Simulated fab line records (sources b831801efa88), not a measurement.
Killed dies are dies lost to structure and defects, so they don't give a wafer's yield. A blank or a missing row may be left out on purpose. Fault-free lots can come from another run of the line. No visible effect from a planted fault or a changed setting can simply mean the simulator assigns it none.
Lot-split experiment    flow sfq-line    on a route of 325 steps: 5 lots, 23 wafers read

== SPLIT DETAILS ==
At SFQ_TRILAYER_I1_VIA_LITHO_COAT_054 (resist thk 62 nm), the setting spin-rpm was moved away from the recipe's 3000 rpm on 7 of the 23 wafers read, by -3.7% to +7.4%. All remaining wafers had this setting at the recipe value.

Reading taken at the split's own step.

== THE READING ==
BARC_of_TRILAYER_I1_VIA_LITHO_COAT_054.thk-nm (the simulator's own value, which no gauge read), in nm, at SFQ_TRILAYER_I1_VIA_LITHO_COAT_054 (resist thk 62 nm). The file does not state a usual value for it. Across the 16 wafers here that went through the recipe, the average is 61.85 nm and the standard deviation 0.17 nm.

wafer   tool, chamber at the split  spin-rpm as run, rpm  against the recipe  BARC_of_TRILAYER_I1_VIA_LITHO_COAT_054.thk-nm, nm  against lot-mates on the recipe
L074.4  litho-track-02, 0           3000                  recipe              61.61                                              -
L074.5  litho-track-02, 0           3000                  recipe              61.67                                              -
L074.6  litho-track-02, 0           3000                  recipe              61.86                                              -
L076.1  litho-track-01, 0           2890                  -3.7%               62.77                                              +0.99
L076.2  litho-track-01, 0           3000                  recipe              61.78                                              -
L076.3  litho-track-01, 0           3000                  recipe              61.79                                              -
L076.4  litho-track-01, 0           2890                  -3.7%               63.06                                              +1.28
L076.6  litho-track-01, 0           2890                  -3.7%               63                                                 +1.22
L080.1  litho-track-02, 0           2919                  -2.7%               62.54                                              +0.81
L080.2  litho-track-02, 0           3000                  recipe              61.79                                              -
L080.4  litho-track-02, 0           3000                  recipe              61.68                                              -
L080.5  litho-track-02, 0           2919                  -2.7%               62.65                                              +0.92
L080.6  litho-track-02, 0           3000                  recipe              61.71                                              -
L084.2  litho-track-02, 0           3222                  +7.4%               59.67                                              -2.13
L084.3  litho-track-02, 0           3222                  +7.4%               59.62                                              -2.18
L084.4  litho-track-02, 0           3000                  recipe              61.73                                              -
L084.5  litho-track-02, 0           3000                  recipe              61.92                                              -
L084.6  litho-track-02, 0           3000                  recipe              61.74                                              -
L085.1  litho-track-01, 0           3000                  recipe              62.05                                              -
L085.2  litho-track-01, 0           3000                  recipe              62.09                                              -
L085.3  litho-track-01, 0           3000                  recipe              61.96                                              -
L085.5  litho-track-01, 0           3000                  recipe              62.2                                               -
L085.6  litho-track-01, 0           3000                  recipe              62.01                                              -

THE FIT
A straight line over all 23 wafers: BARC_of_TRILAYER_I1_VIA_LITHO_COAT_054.thk-nm changes by -0.296 nm for each +1% of spin-rpm; r = -0.98; the points scatter about the line by 0.15 nm.
The same after taking each lot's own level away (the mean of its wafers on the recipe; 23 wafers): -0.299 nm for each +1%; r = -0.99; scatter 0.09 nm.
That fit puts the effect of the largest move of spin-rpm on the reading at 2.2 nm.
Across the lots, their own levels run from 61.713 to 62.062 nm, a range of 2.1 times the standard deviation given above.
Consequently the slope shifts little with the lot-to-lot level, the two slopes agreeing.
Check: with one of the wafers moved furthest among these (+7.4%) left out of the fit, the line predicts -2.24 nm for it against its lot-mates. Against them it came out at -2.13 nm.

== THESE WAFERS: OTHER SPLITS ==
Note: prior to the reading, these wafers also went through further splits. Each is held against what the fit with the lots' levels taken away leaves over:
other split on the same wafers                   wafers away from the commonest value  r with BARC_of_TRILAYER_I1_VIA_LITHO_COAT_054.thk-nm (lot level and that fit taken away)
SFQ_TRILAYER_L0_DEP_SPUTTER_003 time-s           11                                    -0.10
SFQ_TRILAYER_L0_BARC_OPEN_METAL_ETCH_010 icp-w   8                                     +0.25
SFQ_TRILAYER_L0_VIA_LITHO_COAT_018 spin-rpm      7                                     -0.16
SFQ_TRILAYER_M0_LITHO_COAT_021 resist-thk-nm     8                                     -0.12
SFQ_TRILAYER_M0_BARC_OPEN_METAL_ETCH_031 bias-w  5                                     -0.14
SFQ_TRILAYER_I0_VIA_LITHO_PEB_034 peb-temp-c     9                                     -0.33
SFQ_TRILAYER_M1_DEP_SPUTTER_037 time-s           8                                     +0.16
SFQ_TRILAYER_M1_ETCH_METAL_ETCH_042 icp-w        9                                     +0.03
SFQ_TRILAYER_I1_CMP_CMP_046 leave-above-ref-nm   11                                    +0.01

== FILE'S OWN FIT ==
BARC_of_TRILAYER_I1_VIA_LITHO_COAT_054.thk-nm changes by -0.297 nm for each +1% of spin-rpm, r = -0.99.
